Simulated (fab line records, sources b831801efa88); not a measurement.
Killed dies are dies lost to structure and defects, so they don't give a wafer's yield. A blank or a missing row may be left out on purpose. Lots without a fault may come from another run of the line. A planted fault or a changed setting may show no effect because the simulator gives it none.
Which tool did it? | flow gf180mcu | 15 lots, 45 wafers sampled, at 3 steps of a route of 602

WHAT THE GAUGES READ, wafer by wafer
GF_M5_CD_MEAS_07: target cd 280 nm.
lot  | measured     | on        | cd_nm (nm)
L743 | day 26 03:58 | cd_sem-01 | 280.6 279.4 280.4
L745 | day 27 01:42 | cd_sem-02 | 276.9 277.8 278.2
L748 | day 28 02:44 | cd_sem-02 | 276.8 278.2 276.7
L747 | day 28 04:14 | cd_sem-01 | 281.0 280.6 280.2
L750 | day 28 23:20 | cd_sem-02 | 279.8 279.6 279.1
L753 | day 29 18:15 | cd_sem-01 | 279.3 278.3 279.0
L752 | day 30 00:40 | cd_sem-01 | 278.6 279.0 279.1
L755 | day 30 11:40 | cd_sem-02 | 281.2 280.3 280.5
L757 | day 30 22:59 | cd_sem-01 | 279.7 280.6 280.5
L758 | day 31 07:13 | cd_sem-01 | 279.5 279.9 279.4
L760 | day 31 12:41 | cd_sem-02 | 281.2 280.2 280.5
L759 | day 31 13:51 | cd_sem-02 | 279.4 278.8 278.5
L761 | day 31 18:22 | cd_sem-02 | 280.9 281.6 280.6
L762 | day 31 19:32 | cd_sem-02 | 280.5 282.2 279.9
L764 | day 31 21:44 | cd_sem-02 | 281.7 281.4 280.9

GF_V5_THK_MEAS_01.
lot  | measured     | on            | V5_CVD_00_THK (nm)
L743 | day 26 04:52 | film_metro-04 | 297.5 296.5 301.2
L745 | day 27 02:32 | film_metro-02 | 299.7 297.7 297.6
L748 | day 28 03:37 | film_metro-02 | 298.0 294.4 297.8
L747 | day 28 05:07 | film_metro-02 | 300.2 303.1 299.0
L750 | day 29 00:11 | film_metro-02 | 299.3 295.8 296.9
L753 | day 29 19:13 | film_metro-02 | 300.1 301.6 301.9
L752 | day 30 01:40 | film_metro-01 | 299.2 296.7 299.6
L755 | day 30 12:31 | film_metro-04 | 300.2 294.9 295.9
L757 | day 30 23:50 | film_metro-02 | 295.8 294.3 296.0
L758 | day 31 20:09 | film_metro-04 | 301.2 294.0 293.5
L760 | day 31 21:35 | film_metro-02 | 299.0 297.7 295.3
L759 | day 31 21:39 | film_metro-02 | 297.5 301.2 301.2
L761 | day 31 23:44 | film_metro-01 | 302.1 298.9 303.2
L762 | day 31 23:36 | film_metro-01 | 298.0 298.8 300.0
L764 | day 32 00:08 | film_metro-01 | 301.6 295.9 302.7

WHICH TOOL RAN EACH LOT (tool, then ch and the chambers of the sampled wafers, then the start)
lot  | GF_M5_STRIP_11
L743 | plasma_asher-03 ch 0, day 26 04:14
L745 | plasma_asher-03 ch 0,1, day 27 01:58
L748 | plasma_asher-03 ch 0,1, day 28 03:01
L747 | plasma_asher-02 ch 0, day 28 04:32
L750 | plasma_asher-02 ch 0,1, day 28 23:37
L753 | plasma_asher-03 ch 0,1, day 29 18:38
L752 | plasma_asher-03 ch 0,1, day 30 01:02
L755 | plasma_asher-04 ch 1, day 30 11:56
L757 | plasma_asher-02 ch 0,1, day 30 23:16
L758 | plasma_asher-03 ch 0, day 31 18:48
L760 | plasma_asher-03 ch 0,1, day 31 19:28
L759 | plasma_asher-03 ch 0,1, day 31 19:43
L761 | plasma_asher-03 ch 0,1, day 31 20:59
L762 | plasma_asher-03 ch 0,1, day 31 21:17
L764 | plasma_asher-03 ch 0,1, day 31 22:01
- GF_M5_STRIP_11: strips in O2/N2.

WHAT THE TOOLS THEMSELVES READ (means of the sampled wafers that have a number; where no wafer has one, the mark that the record gives instead)
GF_M5_STRIP_11.
lot  | tool            | drypump_motor_current_A (A) | heater_power_w (W) | oes_product_au (a.u.) | strip_time_to_endpoint_s (s)
L743 | plasma_asher-03 | 5.8                         | 311                | 0.542                 | 7.51
L745 | plasma_asher-03 | 6.5                         | 336                | 0.541                 | 7.45
L748 | plasma_asher-03 | 6.1                         | 333                | 0.543                 | 7.51
L747 | plasma_asher-02 | 5.7                         | 314                | 0.541                 | 7.52
L750 | plasma_asher-02 | 6.2                         | 306                | 0.542                 | 7.50
L753 | plasma_asher-03 | 6.4                         | 343                | 0.535                 | 7.49
L752 | plasma_asher-03 | 6.1                         | 329                | 0.546                 | 7.55
L755 | plasma_asher-04 | 5.4                         | 321                | 0.540                 | 7.55
L757 | plasma_asher-02 | 6.2                         | 309                | 0.542                 | 7.53
L758 | plasma_asher-03 | 5.7                         | 310                | 0.545                 | 7.52
L760 | plasma_asher-03 | 6.5                         | 342                | 0.544                 | 7.54
L759 | plasma_asher-03 | 6.1                         | 324                | 0.539                 | 7.48
L761 | plasma_asher-03 | 6.1                         | 329                | 0.537                 | 7.48
L762 | plasma_asher-03 | 6.5                         | 336                | 0.541                 | 7.46
L764 | plasma_asher-03 | 6.4                         | 340                | 0.545                 | 7.55

THE ANSWER, worked out from the rows above alone
Rule: what is usual is taken from the lots themselves. Put in order of their means at a reading, lots are off if they are a third of the lots or fewer, leave a main group of 4 or more, and stand apart from it by a gap of 3 or more times the standard deviation of the main group's means; of several such gaps the widest counts. A main group whose means are all the same, to the digits that the tables above print for the reading, isn't used. A lot without any number at a reading at which 4 lots or more have one is off too. The other lots that the step has rows for count as sound. The gauges are gone through in route order, then the tools' own readings, and for those a lot's mean is taken as printed above. The first step at which some lot is off is used, and at that step the reading that is off furthest; a lot without a number counts as furthest.
No lot is off at any reading shown: from this, nothing can be told.

WHAT THE SIMULATOR HAD PUT IN
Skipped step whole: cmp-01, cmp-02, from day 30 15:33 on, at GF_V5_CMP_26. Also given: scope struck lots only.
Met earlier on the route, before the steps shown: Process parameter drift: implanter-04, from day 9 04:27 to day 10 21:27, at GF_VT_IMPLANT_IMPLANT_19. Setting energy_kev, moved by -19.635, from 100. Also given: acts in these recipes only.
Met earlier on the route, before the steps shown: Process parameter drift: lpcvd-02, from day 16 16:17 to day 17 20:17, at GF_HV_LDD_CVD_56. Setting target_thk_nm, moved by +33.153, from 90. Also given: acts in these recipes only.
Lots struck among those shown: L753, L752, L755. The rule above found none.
